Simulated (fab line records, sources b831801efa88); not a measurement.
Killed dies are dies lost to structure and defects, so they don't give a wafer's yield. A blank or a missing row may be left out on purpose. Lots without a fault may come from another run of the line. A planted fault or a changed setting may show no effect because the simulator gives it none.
A struck lot beside a sound one | flow sky130 | 17 steps out of a route of 708
Sound: wafers L193.1, L193.4, L193.5. Struck: wafers L204.3, L204.5, L204.6. The cause comes at the end.
At each step with rows: each side's tool, then ch and its chambers, then its first start. Under that, the readings that differ: sound wafers | struck wafers | difference of the means | sigmas: that difference in standard deviations of wafers without a fault.
alike: readings whose means differ by less than 2 such deviations, and words and numbers that are the same on both sides. not compared: withheld readings, readings that some wafer has no value for, bounds like >300 that may hide the same value, and numbers for which the record gives no deviation and whose values overlap.
The two part at a step that has a row with sigmas, a row that says differs or no value, or rows on one side only. Numbers that don't overlap but have no deviation are shown without sigmas and don't part them. A reading that every wafer of one side lacks parts them only if that side has two wafers or more.

SKY_LDD_HVN_OVL_MEAS_07:
  sound on overlay-02, day 23 10:01; struck on overlay-01, day 26 22:45
  alike: LDD_HVN_OVL
then, 1 step without rows for these wafers: SKY_LDD_HVN_IMPLANT_08.
SKY_LDD_HVN_STRIP_09: strips in O2/N2.
  sound on plasma_asher-02 ch 0,1, day 23 10:12; struck on plasma_asher-04 ch 0,1, day 26 22:58
  alike: drypump_motor_current_A, oes_product_au, strip_time_to_endpoint_s
  not compared: rf_hours_counter_h
SKY_LDD_HVN_TW_MEAS_10:
  sound on film_metro-04, day 23 10:18; struck on film_metro-04, day 26 23:03
  alike: LDD_HVN_TW
then, 7 steps without rows for these wafers: SKY_LDD_HVP_DEHYDRATE_00 (time 60 s); SKY_LDD_HVP_HMDS_01 (prime time 60 s); SKY_LDD_HVP_COAT_02 (resist thk 300 nm); SKY_LDD_HVP_SOFTBAKE_03 (time 60 s); SKY_LDD_HVP_EXPOSE_04 (exposes mask HVPTM, target cd 700 nm); SKY_LDD_HVP_PEB_05; SKY_LDD_HVP_DEVELOP_06 (develop time 60 s).
SKY_LDD_HVP_OVL_MEAS_07:
  sound on overlay-01, day 24 15:51; struck on overlay-01, day 28 04:29
  alike: LDD_HVP_OVL
SKY_LDD_HVP_IMPLANT_08:
  sound on implanter-03 ch 0, day 24 15:53; struck on implanter-03 ch 0, day 28 04:33
  reading            | sound                            | struck                           | difference  | sigmas
  dose_ions_cm2      | 1.6977e+13 1.6998e+13 1.6984e+13 | 1.1092e+13 1.1083e+13 1.1069e+13 | -5.9050e+12 | -99 or more
  faraday_current_uA | 96.2 96.4 97.3                   | 64.4 60.4 65.3                   | -33.3       | -18
SKY_LDD_HVP_STRIP_09: strips in O2/N2.
  sound on plasma_asher-02 ch 0,1, day 24 16:02; struck on plasma_asher-03 ch 0,1, day 28 04:41
  alike: drypump_motor_current_A, oes_product_au, strip_time_to_endpoint_s
  not compared: rf_hours_counter_h
SKY_LDD_HVP_TW_MEAS_10:
  sound on film_metro-03, day 24 16:08; struck on film_metro-01, day 28 04:46
  reading    | sound       | struck      | difference | sigmas
  LDD_HVP_TW | 465 463 465 | 394 393 395 | -70        | -14
then, 1 step without rows for these wafers: SKY_LDD_LDN_DEHYDRATE_00 (time 60 s).
-- the record jumps here: 22 days lie between the struck wafers' starts before and after (it left off in module LDD_LDN and takes up again in module PAD_OPEN, whose first step shown is number 708 of the route) --
SKY_PAD_OPEN_PROBE_99:
  sound on prober-02, day 48 05:47; struck on prober-02, day 50 04:46
  reading                                   | sound                   | struck                  | difference | sigmas
  model.etest.tip_p_5v.rs_ohm_sq            | 2860 2842 2829          | 3971 3952 3943          | +1112      |
  model.etest.pfet_g5v0d10v5.r_on_ohm_um    | 4681 4834 4736          | 5031 4912 4965          | +219       |
  model.etest.tip_p_5v.rs_ohm_sq_range      | 94.64 66.56 56.58       | 129.6 99.13 131         | +47.3      |
  model.etest.pfet_g5v0d10v5.drive_ua_um    | 351.8 340.3 345.9       | 320.6 325 324.4         | -22.7      |
  model.etest.pfet_g5v0d10v5.off_log10_a_um | -11.98 -12.2 -11.93     | -13.07 -13.26 -13.04    | -1.09      |
  model.etest.pfet_g5v0d10v5.vt_sat_v (V)   | -0.5927 -0.6095 -0.5759 | -0.6806 -0.7035 -0.6863 | -0.0974    |
  alike: killed_at_M0_to_M3, killed_at_M4_up, killed_at_contacts, killed_at_front_end, killed_at_other, killed_dies, killed_on_rim, killed_open, killed_short

WHERE THEY PART
First at SKY_LDD_HVP_IMPLANT_08; last, within this record, at SKY_LDD_HVP_TW_MEAS_10. Later steps at which nothing parts them and some readings are alike: SKY_PAD_OPEN_PROBE_99.

WHY: what the simulator had put in
Process parameter drift: implanter-03, from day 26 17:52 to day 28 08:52, at SKY_LDD_HVP_IMPLANT_08. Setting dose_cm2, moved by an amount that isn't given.
